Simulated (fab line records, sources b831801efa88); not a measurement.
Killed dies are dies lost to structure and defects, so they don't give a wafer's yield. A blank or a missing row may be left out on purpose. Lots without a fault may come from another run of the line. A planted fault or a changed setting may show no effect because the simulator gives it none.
fab line records | flow sfq_line | part 1 of 2: steps 1 to 23 of 32
record lots=5 wafers=15 last_day=96
route steps=325 shown JJ@195 M5@198 A5B@209 R5@212
lots that met no fault: from a run of the same line without faults
start_h: hours from the record's first day to the start of the lot's first wafer shown | wait_h: hours since the lot's step before | " the same as in the row above | L1.1+2: a row that stands for several wafers | - no value, or no start given | * or withheld: withheld | < > ~ a bound
route shown NAME@n: a module of which the file shows steps, and the number in the route of the first | usual: mean/standard deviation of fault-free wafers | same: alike in all rows | chamber/n: place in a boat | sites: the reading at each site | _std_site: their standard deviation | _edge_site: outer sites' mean less inner sites' | radius_mm: how far each site lies from the wafer's centre | mask NAME#n: copy n | behind: the tool/chamber that last shaped the wafer | hold: why the lot was held/for how many hours/how that ended | device: the transistor (n, p or np) that didn't switch | end of line: the same wafers' tests at the end of the route | a step without rows: its recipe alone | killed: dies lost to structure and defects at the first sort, not the wafer's yield | map: a wafer's dies, x killed, . not, _ none there
set.NAME: the setting as run; set.NAME@STEP: as run at that earlier step | model.NAME: the simulator's own value behind a step, which no gauge read
lots at some steps of the route; a table a step, a row a wafer
services: from which hour (start_h, from the record's first day; less than 0 if before it) a tool's chamber was out of use, for how many hours, and why
## steps
# step SFQ_TRILAYER_JJ_ANODIZE_ANODIZE_119
# recipe current_density_ma_cm2=withheld end_current_density_ma_cm2=withheld bath_temp_c=withheld
# columns lot.wafer tool chamber start_h wait_h
L075.3+4+6 wet_bench-06 4,0,7 1548.37 0.0
L086.3+5+6 wet_bench-05 0,6,2 1644.22 0.0
L088.2+4+5 wet_bench-05 2,3,6 1698.47 0.1
L092.2+5+6 wet_bench-05 5,7,6 1705.93 0.1
L094.1+2+6 wet_bench-05 7,1,2 1708.07 0.1
# step SFQ_TRILAYER_JJ_CE_STRIP_STRIP_120
# recipe gas=O2 power_w=200 platen_temp_c=40 overash_fraction=0.65 chemistry=O2 pressure_mtorr=50
# usual drypump_motor_current_A=5.5/0.43 oes_product_au=0.997/0.0076
# columns lot.wafer tool chamber start_h wait_h drypump_motor_current_A oes_product_au rf_hours_counter_h
L075.3 rie_metal-03 1 1549.57 0.2 4.8 0.980 -
L075.4 " 0 " " 5.6 0.993 -
L075.6 " 1 " " 4.9 0.989 -
L086.3 rie_metal-04 1 1644.92 0.2 6.2 1.007 -
L086.5 " 1 " " 6.2 0.996 -
L086.6 " 0 " " 5.6 1.001 -
L088.2 rie_metal-01 1 1698.97 0.0 5.4 1.003 57
L088.4 " 0 " " 5.9 1.001 -
L088.5 " 0 " " 5.9 0.997 -
L092.2 rie_metal-01 1 1706.43 0.0 5.4 0.996 59
L092.5 " 0 " " 5.9 1.001 -
L092.6 " 1 " " 5.4 0.995 -
L094.1 rie_metal-01 0 1708.57 0.0 5.9 0.996 84
L094.2 " 1 " " 5.4 0.992 59
L094.6 " 1 " " 5.4 0.998 -
# step SFQ_TRILAYER_JJ_CE_STRIP_SOLV_CLEAN_121
# recipe chemistry=NMP temp_c=70 time_s=600
# columns lot.wafer tool chamber start_h wait_h
L075.3+4+6 wet_bench-03 3,4,6 1549.97 0.2
L086.3+5+6 wet_bench-02 0,3,7 1645.32 0.2
L088.2+4+5 wet_bench-01 0,4,1 1699.57 0.4
L092.2+5+6 wet_bench-02 4,2,5 1707.03 0.4
L094.1+2+6 wet_bench-03 0,1,7 1709.17 0.4
# step SFQ_TRILAYER_M5_LITHO_COAT_128
# recipe resist=BARC spin_rpm=3000 resist_thk_nm=62
# usual resist_line_temp_C=23.02/0.11 spin_speed_rpm=3000.1/2.3
# columns lot.wafer tool chamber start_h wait_h resist_line_temp_C spin_speed_rpm
L075.3 litho_track-02 0 1550.24 0.1 23.08 3004.9
L075.4 " 0 " " 22.96 3000.7
L075.6 " 0 " " 23.07 3005.8
L086.3 litho_track-02 0 1645.60 0.1 23.08 3001.8
L086.5 " 0 " " 23.07 3001.9
L086.6 " 0 " " 22.99 3001.2
L088.2 litho_track-02 0 1699.81 0.1 22.95 2997.4
L088.4 " 0 " " 22.92 2995.1
L088.5 " 0 " " 23.02 2998.4
L092.2 litho_track-04 0 1707.26 0.1 23.00 3002.0
L092.5 " 0 " " 23.13 3001.5
L092.6 " 0 " " 22.99 3003.5
L094.1 litho_track-04 0 1709.35 0.0 22.94 2997.5
L094.2 " 0 " " 23.03 3000.3
L094.6 " 0 " " 22.99 2998.8
# step SFQ_TRILAYER_M5_LITHO_COAT_123
# recipe resist=KrF spin_rpm=3000 resist_thk_nm=600
# usual resist_line_temp_C=23.02/0.11 spin_speed_rpm=3000.2/1.9
# columns lot.wafer tool chamber start_h wait_h resist_line_temp_C spin_speed_rpm
L075.3 litho_track-02 0 1550.54 0.2 22.96 2999.6
L075.4 " 0 " " 23.00 2998.5
L075.6 " 0 " " 23.11 3001.0
L086.3 litho_track-02 0 1645.90 0.2 22.93 2999.5
L086.5 " 0 " " 22.97 3004.7
L086.6 " 0 " " 22.89 3001.4
L088.2 litho_track-02 0 1700.11 0.2 22.98 3002.0
L088.4 " 0 " " 22.89 3000.8
L088.5 " 0 " " 22.75 3004.4
L092.2 litho_track-04 0 1707.56 0.2 22.90 2998.8
L092.5 " 0 " " 22.86 2998.8
L092.6 " 0 " " 22.97 3001.2
L094.1 litho_track-04 0 1709.65 0.2 23.03 3002.5
L094.2 " 0 " " 23.03 2997.8
L094.6 " 0 " " 23.01 3000.8
# step SFQ_TRILAYER_M5_LITHO_SOFTBAKE_127
# recipe temp_c=withheld time_s=withheld resist=KrF
# usual resist_line_temp_C=*
# columns lot.wafer tool chamber start_h wait_h resist_line_temp_C
L075.3 litho_track-02 0 1550.79 0.2 *
L075.4 " 0 " " *
L075.6 " 0 " " *
L086.3 litho_track-02 0 1646.15 0.2 *
L086.5 " 0 " " *
L086.6 " 0 " " *
L088.2 litho_track-02 0 1700.39 0.2 *
L088.4 " 0 " " *
L088.5 " 0 " " *
L092.2 litho_track-04 0 1707.83 0.2 *
L092.5 " 0 " " *
L092.6 " 0 " " *
L094.1 litho_track-04 0 1709.95 0.2 *
L094.2 " 0 " " *
L094.6 " 0 " " *
# step SFQ_TRILAYER_M5_LITHO_EXPOSE_124
# recipe mask_id=M5 na=0.6 source_shape=conventional sigma_outer=0.65 target_cd_nm=700 dose_mj=14.4
# usual focus_offset_nm=0.0/0.57 stage_vel_mm_s=500.03/0.26
# same sigma_outer=0.65
# columns lot.wafer tool chamber start_h wait_h mask focus_offset_nm stage_vel_mm_s
L075.3 krf_scanner-02 0 1671.81 - M5#0 -0.4 499.71
L075.4 " 0 " " M5#0 0.3 499.53
L075.6 " 0 " " M5#0 0.7 499.72
L086.3 krf_scanner-01 0 1765.54 - M5#0 0.4 499.96
L086.5 " 0 " " M5#0 -0.5 500.49
L086.6 " 0 " " M5#0 -1.4 500.54
L088.2 krf_scanner-01 0 1813.07 - M5#0 0.3 500.20
L088.4 " 0 " " M5#0 0.3 500.37
L088.5 " 0 " " M5#0 0.8 500.53
L092.2 krf_scanner-01 0 1823.87 - M5#0 0.5 499.75
L092.5 " 0 " " M5#0 0.6 500.05
L092.6 " 0 " " M5#0 0.5 500.18
L094.1 krf_scanner-01 0 1827.27 - M5#0 -0.9 500.08
L094.2 " 0 " " M5#0 -0.5 499.72
L094.6 " 0 " " M5#0 -1.0 500.03
# step SFQ_TRILAYER_M5_LITHO_PEB_126
# recipe peb_temp_c=115 peb_time_s=60 resist=KrF
# usual plate_temp_C=115.00/0.14 resist_line_temp_C=22.99/0.1
# columns lot.wafer tool chamber start_h wait_h plate_temp_C resist_line_temp_C
L075.3 litho_track-03 0 1672.66 0.7 114.98 23.16
L075.4 " 0 " " 115.02 22.82
L075.6 " 0 " " 114.88 23.13
L086.3 litho_track-04 0 1766.39 0.7 115.11 22.96
L086.5 " 0 " " 114.74 22.94
L086.6 " 0 " " 114.96 22.94
L088.2 litho_track-03 0 1814.09 0.8 115.11 23.09
L088.4 " 0 " " 115.02 23.05
L088.5 " 0 " " 114.90 23.07
L092.2 litho_track-03 0 1824.89 0.8 114.95 23.21
L092.5 " 0 " " 114.79 23.13
L092.6 " 0 " " 115.00 23.03
L094.1 litho_track-04 0 1828.47 1.0 114.86 23.09
L094.2 " 0 " " 114.86 23.12
L094.6 " 0 " " 115.07 23.15
# step SFQ_TRILAYER_M5_LITHO_DEVELOP_125
# recipe time_s=60 resist=KrF
# usual resist_line_temp_C=23.01/0.11
# columns lot.wafer tool chamber start_h wait_h resist_line_temp_C
L075.3 litho_track-03 0 1672.81 0.1 23.00
L075.4 " 0 " " 22.91
L075.6 " 0 " " 22.95
L086.3 litho_track-04 0 1766.54 0.1 22.95
L086.5 " 0 " " 22.95
L086.6 " 0 " " 23.06
L088.2 litho_track-03 0 1814.24 0.1 23.16
L088.4 " 0 " " 23.08
L088.5 " 0 " " 22.90
L092.2 litho_track-03 0 1825.04 0.1 22.90
L092.5 " 0 " " 22.94
L092.6 " 0 " " 22.91
L094.1 litho_track-04 0 1828.62 0.1 22.95
L094.2 " 0 " " 23.00
L094.6 " 0 " " 23.03
# step SFQ_M5_OVL_MEAS_932
# usual M5_OVL=1/5.7
# columns lot.wafer tool chamber start_h wait_h M5_OVL[nm]
L075.3 overlay-02 - 1672.93 0.1 -2
L075.4 " - " " 13
L075.6 " - " " 8
L086.3 overlay-02 - 1766.65 0.1 5
L086.5 " - " " 9
L086.6 " - " " 6
L088.2 overlay-02 - 1814.37 0.1 -5
L088.4 " - " " 0
L088.5 " - " " 7
L092.2 overlay-02 - 1825.17 0.1 7
L092.5 " - " " 10
L092.6 " - " " 8
L094.1 overlay-01 - 1828.77 0.1 0
L094.2 " - " " 1
L094.6 " - " " 0
# step SFQ_TRILAYER_M5_BARC_OPEN_METAL_ETCH_161
# recipe mask_material=PR chemistry=O2 target_depth_nm=125 target=BARC icp_w=600 bias_w=80 pressure_mtorr=10 time_s=41.7
# usual drypump_motor_current_A=5.7/0.46 oes_product_au=0.685/0.0043
# columns lot.wafer tool chamber start_h wait_h drypump_motor_current_A oes_product_au rf_hours_counter_h
L075.3 rie_metal-01 1 1672.97 0.0 5.4 0.687 -
L075.4 " 0 " " 5.9 0.679 -
L075.6 " 1 " " 5.3 0.687 -
L086.3 rie_metal-02 1 1766.70 0.0 6.3 0.687 -
L086.5 " 0 " " 6.0 0.683 -
L086.6 " 1 " " 6.3 0.689 -
L088.2 rie_metal-02 0 1814.40 0.0 6.0 0.675 110
L088.4 " 0 " " 6.1 0.693 -
L088.5 " 1 " " 6.3 0.682 -
L092.2 rie_metal-01 1 1825.20 0.0 5.3 0.683 78
L092.5 " 1 " " 5.4 0.691 -
L092.6 " 0 " " 5.9 0.687 -
L094.1 rie_metal-01 1 1828.80 0.0 5.4 0.677 78
L094.2 " 0 " " 5.9 0.682 103
L094.6 " 0 " " 5.9 0.682 -
# step SFQ_TRILAYER_M5_ETCH_METAL_ETCH_126
# recipe target=Nb stop_on=SiO2 mask_material=PR over_etch_frac=0.15 time_s=203.2 chemistry=Cl2/BCl3 target_depth_nm=265 icp_w=600 bias_w=80 pressure_mtorr=10
# usual drypump_motor_current_A=5.7/0.46 oes_product_au=0.729/0.0055
# columns lot.wafer tool chamber start_h wait_h drypump_motor_current_A oes_product_au rf_hours_counter_h
L075.3 rie_metal-01 1 1673.08 0.1 5.3 0.741 -
L075.4 " 0 " " 5.9 0.731 -
L075.6 " 1 " " 5.4 0.732 -
L086.3 rie_metal-02 1 1766.80 0.1 6.3 0.725 -
L086.5 " 0 " " 6.1 0.727 -
L086.6 " 1 " " 6.3 0.726 -
L088.2 rie_metal-02 0 1814.46 0.0 6.1 0.720 110
L088.4 " 0 " " 6.1 0.726 -
L088.5 " 1 " " 6.3 0.728 -
L092.2 rie_metal-01 1 1825.26 0.0 5.4 0.732 78
L092.5 " 1 " " 5.4 0.727 -
L092.6 " 0 " " 5.9 0.737 -
L094.1 rie_metal-01 1 1828.86 0.0 5.4 0.731 78
L094.2 " 0 " " 5.9 0.730 103
L094.6 " 0 " " 5.9 0.729 -
# step SFQ_TRILAYER_M5_STRIP_STRIP_127
# recipe gas=O2 power_w=200 platen_temp_c=40 overash_fraction=0.65 chemistry=O2 pressure_mtorr=50
# usual drypump_motor_current_A=5.7/0.46 oes_product_au=0.999/0.0073
# columns lot.wafer tool chamber start_h wait_h drypump_motor_current_A oes_product_au rf_hours_counter_h
L075.3 rie_metal-01 1 1673.40 0.3 5.3 1.002 -
L075.4 " 0 " " 5.9 0.996 -
L075.6 " 1 " " 5.4 0.994 -
L086.3 rie_metal-02 1 1767.13 0.3 6.3 1.002 -
L086.5 " 0 " " 6.0 0.997 -
L086.6 " 1 " " 6.3 1.004 -
L088.2 rie_metal-02 0 1814.66 0.1 6.1 1.008 111
L088.4 " 0 " " 6.1 1.010 -
L088.5 " 1 " " 6.3 1.008 -
L092.2 rie_metal-01 1 1825.46 0.1 5.3 0.993 78
L092.5 " 1 " " 5.4 0.991 -
L092.6 " 0 " " 5.9 0.996 -
L094.1 rie_metal-01 1 1829.06 0.1 5.4 0.999 78
L094.2 " 0 " " 5.9 1.004 103
L094.6 " 0 " " 5.9 1.003 -
# step SFQ_TRILAYER_M5_STRIP_SOLV_CLEAN_128
# recipe chemistry=NMP temp_c=70 time_s=600
# columns lot.wafer tool chamber start_h wait_h
L075.3+4+6 wet_bench-03 2,1,3 1673.80 0.2
L086.3+5+6 wet_bench-02 2,3,5 1767.53 0.2
L088.2+4+5 wet_bench-03 1,5,6 1815.26 0.4
L092.2+5+6 wet_bench-02 0,1,4 1826.06 0.4
L094.1+2+6 wet_bench-02 3,7,4 1829.66 0.4
# step SFQ_TRILAYER_A5B_DEP_PECVD_129
# recipe material=SiO2 temp_c=150 time_s=133.33 pressure_torr=2.4 rf_w=179.7 precursor=SiH4/N2O target_thk_nm=600
# usual heater_power_w=79/12 throttle_valve_pct=24.4/1.6
# columns lot.wafer tool chamber start_h wait_h heater_power_w since_wet_clean_h throttle_valve_pct
L075.3 pecvd-04 2 1673.98 0.0 69 1466 25.5
L075.4 " 1 " " 96 - 25.2
L075.6 " 2 " " 72 - 25.7
L086.3 pecvd-04 1 1767.77 0.0 90 - 23.8
L086.5 " 1 " " 91 - 24.0
L086.6 " 0 " " 96 - 23.2
L088.2 pecvd-03 1 1815.43 0.0 75 868 25.0
L088.4 " 1 " " 76 - 24.9
L088.5 " 0 " " 69 - 22.8
L092.2 pecvd-02 1 1826.23 0.0 77 495 24.9
L092.5 " 0 " " 82 - 24.0
L092.6 " 2 " " 81 - 22.6
L094.1 pecvd-02 0 1829.83 0.0 96 499 23.9
L094.2 " 2 " " 78 499 22.9
L094.6 " 0 " " 96 - 24.1
# step SFQ_TRILAYER_A5B_CMP_CMP_130
# recipe stop_on=Nb down_force_psi=3 platen_rpm=60 target_thk_nm=340.7
# usual motor_current_A=10.5/1.2
# columns lot.wafer tool chamber start_h wait_h motor_current_A
L075.4 cmp-01 1 1682.41 8.3 10.2
L075.3 " 2 " " 12.0
L075.6 " 1 1684.41 10.3 10.8
L086.3 cmp-01 0 1777.96 10.1 10.4
L086.6 " 0 1779.96 12.1 9.8
L086.5 " 1 " " 10.6
L088.4 cmp-01 2 1815.52 0.0 11.9
L088.2 " 1 1817.02 1.5 10.3
L088.5 " 3 1818.02 2.5 9.8
L092.2 cmp-02 3 1826.32 0.0 12.7
L092.5 " 3 1828.32 2.0 12.3
L092.6 " 0 " " 8.6
L094.2 cmp-02 2 1829.92 0.0 10.1
L094.1 " 3 " " 12.8
L094.6 " 3 1832.42 2.5 12.5
# step SFQ_TRILAYER_A5B_METRO_MEASURE_131
# usual thk_nm=340/4.9
# columns lot.wafer tool chamber start_h wait_h thk_nm
L075.3 film_metro-03 - 1685.81 2.4 333
L075.4 " - " " 340
L075.6 " - " " 334
L086.3 film_metro-04 - 1781.36 2.9 336
L086.5 " - " " 342
L086.6 " - " " 342
L088.2 film_metro-03 - 1818.72 1.2 341
L088.4 " - " " 334
L088.5 " - " " 332
L092.2 film_metro-04 - 1829.52 2.7 339
L092.5 " - " " 338
L092.6 " - " " 336
L094.1 film_metro-04 - 1832.92 2.0 342
L094.2 " - " " 336
L094.6 " - " " 344
# step SFQ_TRILAYER_R5_DEP_SPUTTER_132
# recipe material=Ti base_pressure_pa=1.33e-06 target_thk_nm=5 power_w=2000 time_s=5 chamber_pressure_pa=0.4
# usual throttle_valve_pct=29.3/1.1
# columns lot.wafer tool chamber start_h wait_h throttle_valve_pct
L075.3 pvd_sputter-04 - 1686.61 0.6 30.5
L075.4 " - " " 29.3
L075.6 " - " " 30.3
L086.3 pvd_sputter-04 - 1782.16 0.6 28.4
L086.5 " - " " 28.3
L086.6 " - " " 30.3
L088.2 pvd_sputter-06 - 1819.72 0.8 31.5
L088.4 " - " " 28.6
L088.5 " - " " 28.2
L092.2 pvd_sputter-04 - 1830.52 0.8 29.1
L092.5 " - " " 29.0
L092.6 " - " " 29.7
L094.1 pvd_sputter-04 - 1834.12 1.0 29.5
L094.2 " - " " 30.5
L094.6 " - " " 28.4
# step SFQ_TRILAYER_R5_DEP_SPUTTER_133
# recipe material=MoNx base_pressure_pa=1.33e-06 target_thk_nm=40 power_w=1000 time_s=66.7 chamber_pressure_pa=0.4
# usual throttle_valve_pct=29.3/1.1
# columns lot.wafer tool chamber start_h wait_h throttle_valve_pct
L075.3 pvd_sputter-04 - 1686.63 0.0 30.6
L075.4 " - " " 29.0
L075.6 " - " " 30.6
L086.3 pvd_sputter-04 - 1782.18 0.0 28.0
L086.5 " - " " 28.4
L086.6 " - " " 30.4
L088.2 pvd_sputter-06 - 1819.74 0.0 31.3
L088.4 " - " " 28.6
L088.5 " - " " 28.3
L092.2 pvd_sputter-04 - 1830.54 0.0 29.5
L092.5 " - " " 29.2
L092.6 " - " " 29.3
L094.1 pvd_sputter-04 - 1834.14 0.0 29.6
L094.2 " - " " 30.6
L094.6 " - " " 28.2
# step SFQ_TRILAYER_R5_DEP_SPUTTER_134
# recipe material=Ti base_pressure_pa=1.33e-06 target_thk_nm=5 power_w=2000 time_s=5 chamber_pressure_pa=0.4
# usual throttle_valve_pct=29.3/1.1
# columns lot.wafer tool chamber start_h wait_h throttle_valve_pct
L075.3 pvd_sputter-04 - 1686.68 0.0 30.5
L075.4 " - " " 29.2
L075.6 " - " " 30.3
L086.3 pvd_sputter-04 - 1782.23 0.0 28.5
L086.5 " - " " 28.4
L086.6 " - " " 30.2
L088.2 pvd_sputter-06 - 1819.80 0.0 31.4
L088.4 " - " " 28.7
L088.5 " - " " 28.0
L092.2 pvd_sputter-04 - 1830.60 0.0 29.7
L092.5 " - " " 29.2
L092.6 " - " " 29.5
L094.1 pvd_sputter-04 - 1834.20 0.0 29.4
L094.2 " - " " 30.4
L094.6 " - " " 28.2
# step SFQ_R5_RS_MEAS_933
# recipe thk_meas_gauge=four-point-probe reads=Ti_of_TRILAYER_R5_DEP_SPUTTER_134+MoNx_of_TRILAYER_R5_DEP_SPUTTER_133+Ti_of_TRILAYER_R5_DEP_SPUTTER_132
# usual R5_MONX_RS=7.05/0.067
# columns lot.wafer tool chamber start_h wait_h R5_MONX_RS[ohm/sq]
L075.3 film_metro-02 - 1686.74 0.0 6.97
L075.4 " - " " 7.06
L075.6 " - " " 6.92
L086.3 film_metro-01 - 1782.29 0.0 7.00
L086.5 " - " " 7.09
L086.6 " - " " 7.04
L088.2 film_metro-01 - 1819.83 0.0 7.00
L088.4 " - " " 6.97
L088.5 " - " " 6.98
L092.2 film_metro-02 - 1830.63 0.0 7.07
L092.5 " - " " 7.15
L092.6 " - " " 7.09
L094.1 film_metro-01 - 1834.21 0.0 7.17
L094.2 " - " " 7.12
L094.6 " - " " 7.25
# step SFQ_R5_THK_MEAS_934
# recipe thk_meas_gauge=xrf reads=MoNx_of_TRILAYER_R5_DEP_SPUTTER_133
# usual R5_MONX_THK=40.0/0.42
# columns lot.wafer tool chamber start_h wait_h R5_MONX_THK[nm]
L075.3 film_metro-02 - 1686.84 0.1 40.2
L075.4 " - " " 39.8
L075.6 " - " " 40.3
L086.3 film_metro-01 - 1782.39 0.1 40.5
L086.5 " - " " 40.0
L086.6 " - " " 40.1
L088.2 film_metro-01 - 1819.94 0.1 40.0
L088.4 " - " " 40.7
L088.5 " - " " 40.4
L092.2 film_metro-02 - 1830.74 0.1 39.9
L092.5 " - " " 39.4
L092.6 " - " " 39.6
L094.1 film_metro-01 - 1834.33 0.1 39.5
L094.2 " - " " 39.9
L094.6 " - " " 39.1
# step SFQ_TRILAYER_R5_LITHO_COAT_141
# recipe resist=BARC spin_rpm=3000 resist_thk_nm=62
# usual resist_line_temp_C=23.02/0.11 spin_speed_rpm=2999.8/1.9
# columns lot.wafer tool chamber start_h wait_h resist_line_temp_C spin_speed_rpm
L075.3 litho_track-04 0 1686.98 0.1 23.19 3000.0
L075.4 " 0 " " 23.05 2998.3
L075.6 " 0 " " 23.23 2999.8
L086.3 litho_track-04 0 1782.53 0.1 23.04 2995.5
L086.5 " 0 " " 22.93 2997.7
L086.6 " 0 " " 22.98 2997.6
L088.2 litho_track-04 0 1820.04 0.1 22.92 3000.5
L088.4 " 0 " " 23.01 2999.1
L088.5 " 0 " " 22.98 3000.3
L092.2 litho_track-04 0 1830.84 0.1 22.74 3000.4
L092.5 " 0 " " 22.86 2999.6
L092.6 " 0 " " 22.77 3003.6
L094.1 litho_track-01 0 1834.39 0.1 23.08 3001.2
L094.2 " 0 " " 23.07 3002.3
L094.6 " 0 " " 23.08 2995.7
